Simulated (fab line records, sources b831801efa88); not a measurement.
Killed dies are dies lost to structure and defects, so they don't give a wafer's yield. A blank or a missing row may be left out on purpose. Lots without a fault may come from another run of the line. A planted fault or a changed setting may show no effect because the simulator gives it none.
Which tool did it? | flow gf180mcu | 6 lots, 18 wafers sampled, at 2 steps of a route of 602

WHAT THE GAUGES READ, wafer by wafer
GF_POLY_GATE_THK_MEAS_17.
lot  | measured     | on            | POLY_GATE_OXIDATION_THK (nm)
L803 | day 10 03:01 | film_metro-04 | 3.97 3.92 4.04
L805 | day 10 14:23 | film_metro-04 | 3.96 4.03 3.90
L807 | day 11 07:19 | film_metro-04 | 4.03 4.05 4.11
L810 | day 12 09:02 | film_metro-03 | 4.03 4.02 3.97
L816 | day 14 05:59 | film_metro-04 | 5.93 5.90 5.94
L822 | day 15 23:13 | film_metro-04 | 3.92 4.00 3.98

WHICH TOOL RAN EACH LOT (tool, then ch and the chambers of the sampled wafers, then the start)
lot  | GF_POLY_GATE_OXIDATION_16
L803 | furnace-02 ch 0, day 10 01:46
L805 | furnace-02 ch 0, day 10 13:08
L807 | furnace-01 ch 0, day 11 06:04
L810 | furnace-01 ch 0, day 12 07:46
L816 | furnace-01 ch 0, day 14 04:43
L822 | furnace-02 ch 0, day 15 21:58
- GF_POLY_GATE_OXIDATION_16: stabilise 600 s, purge 300 s, target thk 4 nm.

THE ANSWER, worked out from the rows above alone
Rule: what is usual is taken from the lots themselves. Put in order of their means at a reading, lots are off if they are a third of the lots or fewer, leave a main group of 4 or more, and stand apart from it by a gap of 3 or more times the standard deviation of the main group's means; of several such gaps the widest counts. A main group whose means are all the same, to the digits that the tables above print for the reading, isn't used. A lot without any number at a reading at which 4 lots or more have one is off too. The other lots that the step has rows for count as sound.
Off: L816, at GF_POLY_GATE_THK_MEAS_17 (POLY_GATE_OXIDATION_THK). The main group: mean 4.00 nm, standard deviation 0.037.
A tool fits if, at a process step before that reading, it ran every lot that is off, and no sound lot after the first of them. The gauges at GF_POLY_GATE_THK_MEAS_17 are tried like those tools. One fits: furnace-01 at GF_POLY_GATE_OXIDATION_16. Its last sound lot is L810 (day 12 07:46), its first lot that is off L816 (day 14 04:43): a fault that began between those two fits.

WHAT THE SIMULATOR HAD PUT IN
Process parameter drift: furnace-01, from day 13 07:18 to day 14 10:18, at GF_POLY_GATE_OXIDATION_16. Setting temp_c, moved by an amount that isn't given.
Lots struck among those shown: L816. The rule above found the same.
